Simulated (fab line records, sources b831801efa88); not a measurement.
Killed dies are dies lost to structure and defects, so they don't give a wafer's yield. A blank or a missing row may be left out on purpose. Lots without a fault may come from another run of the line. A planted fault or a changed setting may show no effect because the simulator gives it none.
fab line records | flow sky130
record lots=6 wafers=18 last_day=50
route steps=708 shown CAPM@548 METAL3@555
lots that met no fault: from a run of the same line without faults
start_h: hours from the record's first day to the start of the lot's first wafer shown | wait_h: hours since the lot's step before | " the same as in the row above | L1.1+2: a row that stands for several wafers | - no value, or no start given | * or withheld: withheld | < > ~ a bound
route shown NAME@n: a module of which the file shows steps, and the number in the route of the first | usual: mean/standard deviation of fault-free wafers | same: alike in all rows | chamber/n: place in a boat | sites: the reading at each site | _std_site: their standard deviation | _edge_site: outer sites' mean less inner sites' | radius_mm: how far each site lies from the wafer's centre | mask NAME#n: copy n | behind: the tool/chamber that last shaped the wafer | hold: why the lot was held/for how many hours/how that ended | device: the transistor (n, p or np) that didn't switch | end of line: the same wafers' tests at the end of the route | a step without rows: its recipe alone | killed: dies lost to structure and defects at the first sort, not the wafer's yield | map: a wafer's dies, x killed, . not, _ none there
set.NAME: the setting as run; set.NAME@STEP: as run at that earlier step | model.NAME: the simulator's own value behind a step, which no gauge read
lots at some steps of the route; a table a step, a row a wafer
services: from which hour (start_h, from the record's first day; less than 0 if before it) a tool's chamber was out of use, for how many hours, and why
## steps
# step SKY_CAPM_DEVELOP_11
# recipe resist=NOVOLAK developer=TMAH develop_time_s=60 dev_temp_c=23
# step SKY_CAPM_OVL_MEAS_12
# usual CAPM_OVL=-1.2/1.2
# columns lot.wafer tool chamber start_h wait_h CAPM_OVL[nm]
L188.1 overlay-01 - 904.30 0.1 -0.6
L188.3 " - " " 0.1
L188.5 " - " " -0.1
L189.3 overlay-01 - 943.36 0.1 -0.3
L189.5 " - " " -0.9
L189.6 " - " " -0.3
L194.3 overlay-02 - 957.72 0.1 -1.4
L194.5 " - " " -2.2
L194.6 " - " " -1.7
L196.1 overlay-02 - 967.90 0.1 -1.9
L196.4 " - " " -2.9
L196.5 " - " " -3.2
L203.3 overlay-01 - 1029.61 0.1 1.1
L203.4 " - " " 0.1
L203.5 " - " " 0.7
L204.1 overlay-01 - 1031.30 0.1 -0.7
L204.2 " - " " -1.0
L204.5 " - " " -1.6
# step SKY_CAPM_METAL_ETCH_13
# recipe target_depth_nm=220 stop_on=SiO2 chemistry=Cl2/BCl3 target=TiN pressure_mtorr=10 icp_w=900 bias_w=48.5 Cl2_flow_sccm=60 bcl3_flow_sccm=30 time_s=62.9
# usual bias_w=48.50/0.13 drypump_motor_current_A=5.7/0.36 oes_product_au=0.937/0.0082 throttle_valve_pct=21.904/0.01
# columns lot.wafer tool chamber start_h wait_h bias_w drypump_motor_current_A oes_product_au rf_hours_counter_h throttle_valve_pct
L188.1 rie_metal-02 1 904.34 0.0 48.28 5.4 0.947 6 21.914
L188.3 " 0 " " 48.55 5.6 0.934 - 21.905
L188.5 " 1 " " 48.46 5.4 0.942 - 21.912
L189.3 rie_metal-03 1 943.41 0.0 48.31 6.0 0.948 - 21.897
L189.5 " 1 " " 48.30 6.0 0.946 - 21.901
L189.6 " 0 " " 48.66 5.7 0.925 - 21.908
L194.3 rie_metal-03 1 957.77 0.0 48.21 6.1 0.944 - 21.904
L194.5 " 0 " " 48.38 5.8 0.938 - 21.900
L194.6 " 1 " " 48.71 6.0 0.925 - 21.906
L196.1 rie_metal-04 1 967.94 0.0 48.67 6.2 0.916 4 21.915
L196.4 " 0 " " 48.39 5.3 0.914 - 21.913
L196.5 " 0 " " 48.46 5.3 0.925 - 21.928
L203.3 rie_metal-04 1 1029.66 0.0 48.55 6.3 0.933 - 21.912
L203.4 " 0 " " 48.42 5.3 0.941 - 21.921
L203.5 " 0 " " 48.44 5.3 0.938 - 21.916
L204.1 rie_metal-03 0 1031.34 0.0 48.63 5.7 0.943 15 21.901
L204.2 " 1 " " 48.37 6.0 0.940 17 21.900
L204.5 " 1 " " 48.50 6.0 0.948 - 21.907
# step SKY_CAPM_STRIP_14
# recipe chemistry=O2/N2 power_w=1400 pressure_mtorr=1500 platen_temp_c=withheld o2_flow_sccm=3000 n2_flow_sccm=300 overash_fraction=0.5
# usual drypump_motor_current_A=5.5/0.38 o2_flow_sccm=3001/8.8 oes_product_au=0.710/0.0042 strip_time_to_endpoint_s=12.66/0.051
# same overash_fraction=0.5
# columns lot.wafer tool chamber start_h wait_h drypump_motor_current_A o2_flow_sccm oes_product_au rf_hours_counter_h strip_time_to_endpoint_s
L188.1 plasma_asher-01 1 904.42 0.1 4.9 3006 0.703 112 12.73
L188.3 " 1 " " 4.9 3004 0.711 - 12.69
L188.5 " 0 " " 5.6 2990 0.711 - 12.70
L189.3 plasma_asher-03 1 943.50 0.1 5.2 3000 0.699 - 12.66
L189.5 " 1 " " 5.1 2990 0.714 - 12.64
L189.6 " 0 " " 5.6 3001 0.712 - 12.66
L194.3 plasma_asher-03 0 957.85 0.1 5.7 2996 0.706 - 12.66
L194.5 " 1 " " 5.1 2997 0.708 - 12.62
L194.6 " 0 " " 5.7 2990 0.712 - 12.71
L196.1 plasma_asher-01 1 968.04 0.1 4.9 3003 0.713 119 12.63
L196.4 " 1 " " 4.9 2988 0.706 - 12.72
L196.5 " 0 " " 5.6 3004 0.710 - 12.68
L203.3 plasma_asher-01 1 1029.75 0.1 4.9 3005 0.707 - 12.68
L203.4 " 0 " " 5.6 2992 0.705 - 12.74
L203.5 " 1 " " 4.9 3003 0.704 - 12.70
L204.1 plasma_asher-01 1 1031.41 0.1 4.9 3002 0.712 124 12.56
L204.2 " 0 " " 5.6 2997 0.708 124 12.63
L204.5 " 0 " " 5.6 3009 0.711 - 12.65
# step SKY_CAPM_STRIP_15
# recipe chemistry=post_etch_residue_remover time_s=1200 temp_c=72.5
# step SKY_CAPM_CLEAN_16
# recipe chemistry=IPA time_s=180 temp_c=25
# step SKY_CAPM_CLEAN_17
# recipe chemistry=O3/DIW dry=n2_spin
# step SKY_METAL3_DEHYDRATE_05
# recipe temp_c=200 time_s=60
# step SKY_METAL3_HMDS_06
# recipe prime_time_s=60 prime_temp_c=120
# step SKY_METAL3_COAT_07
# recipe resist=BARC temp_c=withheld time_s=withheld spin_rpm=3000 resist_thk_nm=60.43
# step SKY_METAL3_COAT_08
# recipe resist=KrF-thick spin_rpm=3000 resist_thk_nm=1140
# step SKY_METAL3_SOFTBAKE_09
# recipe temp_c=100 time_s=90 resist=KrF-thick
# step SKY_METAL3_EXPOSE_10
# recipe mask_id=MM3 na=0.68 source_shape=annular sigma_inner=0.4 sigma_outer=0.8 target_cd_nm=300 dose_mj=28
# same sigma_outer=0.8
# columns lot.wafer tool chamber start_h wait_h mask
L188.1+3+5 krf_scanner-02 0 916.73 - MM3#0
L189.3+5+6 krf_scanner-01 0 957.24 - MM3#0
L194.3+5+6 krf_scanner-02 0 970.22 - MM3#0
L196.1+4+5 krf_scanner-02 0 981.05 - MM3#0
L203.3+4+5 krf_scanner-02 0 1041.34 - MM3#0
L204.1+2+5 krf_scanner-01 0 1043.28 - MM3#0
# step SKY_METAL3_PEB_11
# recipe peb_temp_c=withheld peb_time_s=withheld resist=KrF-thick
# step SKY_METAL3_DEVELOP_12
# recipe develop_time_s=60 resist=KrF-thick dev_temp_c=21
# step SKY_METAL3_CD_MEAS_13
# recipe target_cd_nm=300
# usual cd_nm=300.2/1.5
# columns lot.wafer tool chamber start_h wait_h cd_nm
L188.1 cd_sem-01 - 929.05 - 300.5
L188.3 " - " " 298.8
L188.5 " - " " 299.5
L189.3 cd_sem-01 - 968.29 - 301.7
L189.5 " - " " 303.5
L189.6 " - " " 301.4
L194.3 cd_sem-01 - 983.04 - 68.2
L194.5 " - " " 159.5
L194.6 " - " " 160.1
L196.1 cd_sem-01 - 992.80 - 215.3
L196.4 " - " " 212.3
L196.5 " - " " 189.0
L203.3 cd_sem-02 - 1052.69 - 299.8
L203.4 " - " " 299.7
L203.5 " - " " 301.6
L204.1 cd_sem-01 - 1054.50 - 297.6
L204.2 " - " " 298.2
L204.5 " - " " 297.7
# step SKY_METAL3_OVL_MEAS_14
# usual METAL3_OVL=5/4.7
# columns lot.wafer tool chamber start_h wait_h METAL3_OVL[nm]
L188.1 overlay-01 - 929.17 0.1 8
L188.3 " - " " 8
L188.5 " - " " 9
L189.3 overlay-02 - 968.38 0.1 -3
L189.5 " - " " 3
L189.6 " - " " 3
L194.3 overlay-01 - 983.13 0.1 -1
L194.5 " - " " 6
L194.6 " - " " 4
L196.1 overlay-02 - 992.92 0.1 8
L196.4 " - " " 7
L196.5 " - " " 5
L203.3 overlay-02 - 1052.78 0.1 9
L203.4 " - " " 9
L203.5 " - " " 11
L204.1 overlay-01 - 1054.62 0.1 0
L204.2 " - " " 12
L204.5 " - " " -3
# step SKY_METAL3_DESCUM_15
# recipe chemistry=O2 source_power_w=150 bias_power_w=0 pressure_mtorr=10 temp_c=40 time_s=8
# usual drypump_motor_current_A=5.5/0.4 oes_product_au=0.996/0.016 temp_c=39.99/0.1
# columns lot.wafer tool chamber start_h wait_h drypump_motor_current_A oes_product_au rf_hours_counter_h temp_c model.METAL3.cd_nm
L188.1 rie_metal-02 0 929.21 0.0 5.6 0.988 13 40.01 300.2
L188.3 " 1 " " 5.4 0.993 - 39.93 297.7
L188.5 " 1 " " 5.4 0.988 - 40.02 297.3
L189.3 rie_metal-02 0 968.42 0.0 5.5 0.995 - 39.84 301.9
L189.5 " 0 " " 5.5 0.987 - 39.89 303.5
L189.6 " 1 " " 5.4 0.973 - 40.01 300.6
L194.3 rie_metal-02 1 983.17 0.0 5.4 0.986 - 39.79 67.15
L194.5 " 1 " " 5.4 0.983 - 39.95 158.6
L194.6 " 0 " " 5.6 0.993 - 40.11 159.8
L196.1 rie_metal-01 1 992.96 0.0 5.3 1.010 20 40.07 214.9
L196.4 " 1 " " 5.3 1.001 - 39.84 211.5
L196.5 " 0 " " 4.7 1.009 - 40.06 188.4
L203.3 rie_metal-04 0 1052.82 0.0 5.3 1.006 - 40.16 300.1
L203.4 " 1 " " 6.3 1.035 - 39.99 298.6
L203.5 " 0 " " 5.3 1.006 - 40.05 301.1
L204.1 rie_metal-04 1 1054.66 0.0 6.3 1.023 8 39.90 296.8
L204.2 " 1 " " 6.3 1.009 - 39.91 297.1
L204.5 " 1 " " 6.2 1.013 - 39.95 296.8
# step SKY_METAL3_ETCH_16
# recipe chemistry=N2/H2 target=BARC ion_energy_ev=200 bias_w=100 pressure_mtorr=30 n2_flow_sccm=100 h2_flow_sccm=200 icp_w=500 stop_on=SiO2 time_s=88.2 target_depth_a=600
# usual bias_w=100.01/0.27 drypump_motor_current_A=5.6/0.4 oes_product_au=0.628/0.0047 throttle_valve_pct=13.205/0.0093
# columns lot.wafer tool chamber start_h wait_h bias_w drypump_motor_current_A oes_product_au rf_hours_counter_h throttle_valve_pct
L188.1 rie_metal-02 0 929.24 0.0 99.92 5.6 0.633 13 13.205
L188.3 " 1 " " 99.83 5.4 0.631 - 13.205
L188.5 " 1 " " 100.15 5.4 0.630 - 13.220
L189.3 rie_metal-02 0 968.47 0.0 100.18 5.6 0.629 - 13.208
L189.5 " 0 " " 100.04 5.6 0.624 - 13.211
L189.6 " 1 " " 100.25 5.4 0.626 - 13.209
L194.3 rie_metal-02 1 983.24 0.1 99.93 5.5 0.634 - 13.201
L194.5 " 1 " " 100.39 5.4 0.635 - 13.200
L194.6 " 0 " " 100.12 5.6 0.626 - 13.195
L196.1 rie_metal-01 1 992.99 0.0 100.18 5.3 0.626 20 13.205
L196.4 " 1 " " 99.80 5.3 0.624 - 13.201
L196.5 " 0 " " 100.38 4.7 0.626 - 13.206
L203.3 rie_metal-04 0 1052.87 0.0 100.07 5.3 0.628 - 13.205
L203.4 " 1 " " 100.23 6.3 0.624 - 13.207
L203.5 " 0 " " 100.35 5.3 0.631 - 13.199
L204.1 rie_metal-04 1 1054.72 0.1 99.99 6.3 0.620 8 13.203
L204.2 " 1 " " 100.24 6.3 0.630 - 13.200
L204.5 " 1 " " 99.90 6.3 0.628 - 13.211
# step SKY_METAL3_ETCH_17
# recipe target=SiO2 stop_on=TiN chemistry=C4F8/O2/Ar source_w=1500 bias_w=1200 pressure_mtorr=40 c4f8_flow_sccm=withheld O2_flow_sccm=6 Ar_flow_sccm=300 time_s=3.9 target_depth_a=150
# usual bias_w=1200/3.9 oes_product_au=0.755/0.0073
# columns lot.wafer tool chamber start_h wait_h bias_w oes_product_au rf_hours_counter_h
L188.1 rie_diel-03 1 929.34 0.1 1198 0.745 15
L188.3 " 0 " " 1196 0.741 21
L188.5 " 2 " " 1199 0.757 -
L189.3 rie_diel-03 3 968.54 0.0 1196 0.747 17
L189.5 " 3 " " 1193 0.753 -
L189.6 " 2 " " 1200 0.759 -
L194.3 rie_diel-03 2 983.33 0.0 1203 0.762 9
L194.5 " 0 " " 1202 0.757 -
L194.6 " 3 " " 1208 0.763 -
L196.1 rie_diel-02 0 993.09 0.1 1199 0.751 5
L196.4 " 3 " " 1202 0.759 2
L196.5 " 2 " " 1194 0.759 -
L203.3 rie_diel-03 2 1052.94 0.0 1205 0.769 11
L203.4 " 3 " " 1197 0.765 20
L203.5 " 0 " " 1193 0.773 -
L204.1 rie_diel-03 2 1054.92 0.2 1199 0.748 11
L204.2 " 3 " " 1195 0.758 20
L204.5 " 3 " " 1199 0.762 -
# step SKY_METAL3_METAL_ETCH_18
# recipe target_depth_a=8450 stop_on=SiO2 over_etch_frac=0.3 time_s=183.1 chemistry=Cl2/BCl3 resist_sidewall_deg=88 pressure_mtorr=10 icp_w=900 bias_w=48.5 Cl2_flow_sccm=60 bcl3_flow_sccm=30
# usual bias_w=48.52/0.15 drypump_motor_current_A=5.2/0.43 oes_product_au=0.863/0.0061 throttle_valve_pct=22.264/0.0088
# columns lot.wafer tool chamber start_h wait_h bias_w drypump_motor_current_A oes_product_au rf_hours_counter_h throttle_valve_pct model.METAL3.cd_nm
L188.1 rie_metal-01 0 929.35 0.0 48.33 4.6 0.875 11 22.258 297.7
L188.3 " 0 " " 48.23 4.6 0.862 - 22.257 290.9
L188.5 " 1 " " 48.49 5.3 0.869 - 22.256 297.1
L189.3 rie_metal-04 1 968.61 0.1 48.59 6.3 0.861 - 22.267 307.3
L189.5 " 0 " " 48.45 5.3 0.867 - 22.263 305.9
L189.6 " 1 " " 48.61 6.3 0.857 - 22.268 302.8
L194.3 rie_metal-01 0 983.41 0.1 48.52 4.7 0.869 - 22.261 62.19
L194.5 " 0 " " 48.65 4.6 0.854 - 22.264 152.9
L194.6 " 1 " " 48.57 5.3 0.855 - 22.278 160.9
L196.1 rie_metal-04 0 993.10 0.0 48.37 5.3 0.856 8 22.269 218.1
L196.4 " 1 " " 48.76 6.3 0.873 - 22.270 216.6
L196.5 " 1 " " 48.83 6.3 0.861 - 22.262 189.8
L203.3 rie_metal-01 0 1053.02 0.1 48.88 4.6 0.879 - 22.259 293.9
L203.4 " 1 " " 48.23 5.3 0.863 - 22.255 298.9
L203.5 " 0 " " 48.54 4.6 0.855 - 22.266 297.3
L204.1 rie_metal-01 1 1054.94 0.0 48.50 5.3 0.860 24 22.265 300.8
L204.2 " 0 " " 48.49 4.7 0.864 18 22.246 294.2
L204.5 " 1 " " 48.39 5.3 0.874 - 22.268 299.8
# step SKY_METAL3_STRIP_19
# recipe chemistry=O2/N2 power_w=1400 pressure_mtorr=1500 platen_temp_c=withheld o2_flow_sccm=3000 n2_flow_sccm=300 overash_fraction=0.5
# usual drypump_motor_current_A=5.33/0.26 o2_flow_sccm=2998/9.6 oes_product_au=0.500/0.0062 strip_time_to_endpoint_s=6.50/0.098
# same overash_fraction=0.5
# columns lot.wafer tool chamber start_h wait_h drypump_motor_current_A o2_flow_sccm oes_product_au rf_hours_counter_h strip_time_to_endpoint_s
L188.1 plasma_asher-01 1 929.53 0.1 4.91 3008 0.498 115 6.37
L188.3 " 1 " " 4.93 3004 0.496 - 6.32
L188.5 " 0 " " 5.56 2985 0.500 - 6.51
L189.3 plasma_asher-01 0 968.77 0.1 5.57 2983 0.492 - 6.28
L189.5 " 1 " " 4.94 2985 0.502 - 6.48
L189.6 " 0 " " 5.56 3006 0.490 - 6.31
L194.3 plasma_asher-02 0 983.56 0.1 5.42 3002 0.489 - 6.39
L194.5 " 0 " " 5.42 3000 0.492 - 6.36
L194.6 " 1 " " 5.20 3004 0.497 - 6.47
L196.1 plasma_asher-01 0 993.28 0.1 5.56 2996 0.509 121 6.51
L196.4 " 1 " " 4.92 3006 0.497 - 6.39
L196.5 " 0 " " 5.57 2998 0.502 - 6.37
L203.3 plasma_asher-01 1 1053.17 0.1 4.91 3014 0.497 - 6.50
L203.4 " 0 " " 5.56 2994 0.500 - 6.52
L203.5 " 1 " " 4.91 3003 0.505 - 6.51
L204.1 plasma_asher-03 0 1055.11 0.1 5.67 2997 0.504 31 6.57
L204.2 " 1 " " 5.19 3011 0.493 31 6.41
L204.5 " 0 " " 5.65 2996 0.505 - 6.45
## services
# columns tool chamber start_h hours kind
rie_diel-02 - 913.52 2.8 pm
krf_scanner-02 - 931.19 0.8 pm
krf_scanner-01 - 932.12 1.0 pm
krf_scanner-01 - 935.47 0.1 repair
rie_diel-02 3 936.69 11.4 repair
krf_scanner-01 - 942.34 5.0 repair
krf_scanner-02 - 946.31 4.1 repair
rie_metal-02 - 948.85 1.1 repair
krf_scanner-01 - 950.44 1.3 pm
plasma_asher-01 - 955.31 0.6 repair
rie_diel-03 - 971.89 2.3 repair
rie_diel-03 0 975.54 5.0 repair
rie_metal-04 - 975.93 14.6 pm
plasma_asher-01 - 981.52 5.5 repair
rie_metal-03 - 986.17 2.8 pm
rie_diel-03 - 991.72 2.8 pm
krf_scanner-02 - 995.81 3.6 pm
krf_scanner-01 - 1003.27 0.8 pm
krf_scanner-02 - 1004.72 4.0 pm
krf_scanner-02 - 1009.46 1.0 pm
rie_diel-03 0 1010.08 10.3 repair
krf_scanner-02 - 1020.80 1.3 pm
rie_metal-04 0 1053.67 6.0 repair
rie_diel-03 1 1053.82 5.6 repair
## key
first_sign step=SKY_METAL3_CD_MEAS_13 reading=cd_nm direction=down sigmas=87 usual=300.2 struck=167.4
effect none on later readings
model_effect step=SKY_METAL3_DESCUM_15 value=METAL3.cd_nm without=300 struck=166.7
model_effect step=SKY_METAL3_METAL_ETCH_18 value=METAL3.cd_nm without=300.1 struck=166.8
met_at SKY_METAL3_EXPOSE_10
struck_wafers L194.3,L194.5,L194.6,L196.1,L196.4,L196.5
later_rows_left_out L194.3,L194.5,L194.6,L196.1,L196.4,L196.5
sort_left_out L194.3,L194.5,L194.6,L196.1,L196.4,L196.5
onset_between 916.73 970.22
fault kind=process_parameter_drift tool=krf_scanner-02 chamber=- onset_h=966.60 steps=SKY_METAL3_EXPOSE_10 channel=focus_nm offset=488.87 spread_by_wafer=0.3 shape=step end_h=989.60
# sort_left_out: the simulated sort isn't trusted on such a fault, so these wafers' sort isn't shown, and their yield isn't known
# later_rows_left_out: the simulator's readings of these wafers behind a module that went badly wrong aren't trusted and aren't shown, but for the sort
